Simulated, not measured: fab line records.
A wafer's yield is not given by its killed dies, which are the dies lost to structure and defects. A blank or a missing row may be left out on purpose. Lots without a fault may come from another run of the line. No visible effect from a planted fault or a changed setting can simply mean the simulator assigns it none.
Which of the tools did it? / flow sky130 / 18 wafers from 6 lots sampled at 2 of the route's 708 steps

## WHAT THE GAUGES SHOWED, per wafer
SKY_LOCAL_INTERCONNECT_RS_MEAS_01: a four-point-probe measurement.
lot=L683; measured=day 29 01:43; on=filmMetro-01; LOCAL_INTERCONNECT_TIN_RS (ohm/sq)=13.98 14.06 13.98
lot=L684; measured=day 29 22:12; on=filmMetro-04; LOCAL_INTERCONNECT_TIN_RS (ohm/sq)=14.31 14.34 14.16
lot=L691; measured=day 32 07:01; on=filmMetro-02; LOCAL_INTERCONNECT_TIN_RS (ohm/sq)=14.21 13.98 14.32
lot=L698; measured=day 35 07:13; on=filmMetro-02; LOCAL_INTERCONNECT_TIN_RS (ohm/sq)=- - -
lot=L700; measured=day 35 21:10; on=filmMetro-04; LOCAL_INTERCONNECT_TIN_RS (ohm/sq)=14.15 13.93 14.08
lot=L704; measured=day 38 04:31; on=filmMetro-01; LOCAL_INTERCONNECT_TIN_RS (ohm/sq)=14.33 14.10 14.13

## WHAT TOOL EACH LOT RAN ON (gives the tool, then ch and the chambers of the sampled wafers, and finally the start)
lot=L683; SKY_LOCAL_INTERCONNECT_SPUTTER_00=pvdSputter-01, day 29 01:37
lot=L684; SKY_LOCAL_INTERCONNECT_SPUTTER_00=pvdSputter-02, day 29 22:08
lot=L691; SKY_LOCAL_INTERCONNECT_SPUTTER_00=pvdSputter-01, day 32 06:56
lot=L698; SKY_LOCAL_INTERCONNECT_SPUTTER_00=pvdSputter-01, day 35 07:07
lot=L700; SKY_LOCAL_INTERCONNECT_SPUTTER_00=pvdSputter-03, day 35 21:04
lot=L704; SKY_LOCAL_INTERCONNECT_SPUTTER_00=pvdSputter-02, day 38 04:28
- SKY_LOCAL_INTERCONNECT_SPUTTER_00: material TiN, target thk 100 nm, time 83.3 s.

## THE ANSWER, worked out from the rows above alone
Rule: what is usual is taken from the lots themselves. Put in order of their means at a reading, lots are off if they are a third of the lots or fewer, leave a main group of 4 or more, and stand apart from it by a gap of 3 or more times the standard deviation of the main group's means; of several such gaps the widest counts. A main group is skipped when, at the precision printed for the reading in the tables above, its means are all equal. A lot without any number at a reading at which 4 lots or more have one is off too. All remaining lots with rows at the step are treated as sound.
Off: at SKY_LOCAL_INTERCONNECT_RS_MEAS_01 (LOCAL_INTERCONNECT_TIN_RS), L698. Without a number there: L698. For the main group the mean is 14.14 ohm/sq and the standard deviation 0.095.
A tool fits if, at a process step before that reading, it ran every lot that is off, and no sound lot after the first of them. The gauges at SKY_LOCAL_INTERCONNECT_RS_MEAS_01 are tried like those tools. This does not decide it: 2 tools fit, namely pvdSputter-01 at SKY_LOCAL_INTERCONNECT_SPUTTER_00 and filmMetro-02 at SKY_LOCAL_INTERCONNECT_RS_MEAS_01.

## WHAT THE SIMULATOR HAD PUT IN
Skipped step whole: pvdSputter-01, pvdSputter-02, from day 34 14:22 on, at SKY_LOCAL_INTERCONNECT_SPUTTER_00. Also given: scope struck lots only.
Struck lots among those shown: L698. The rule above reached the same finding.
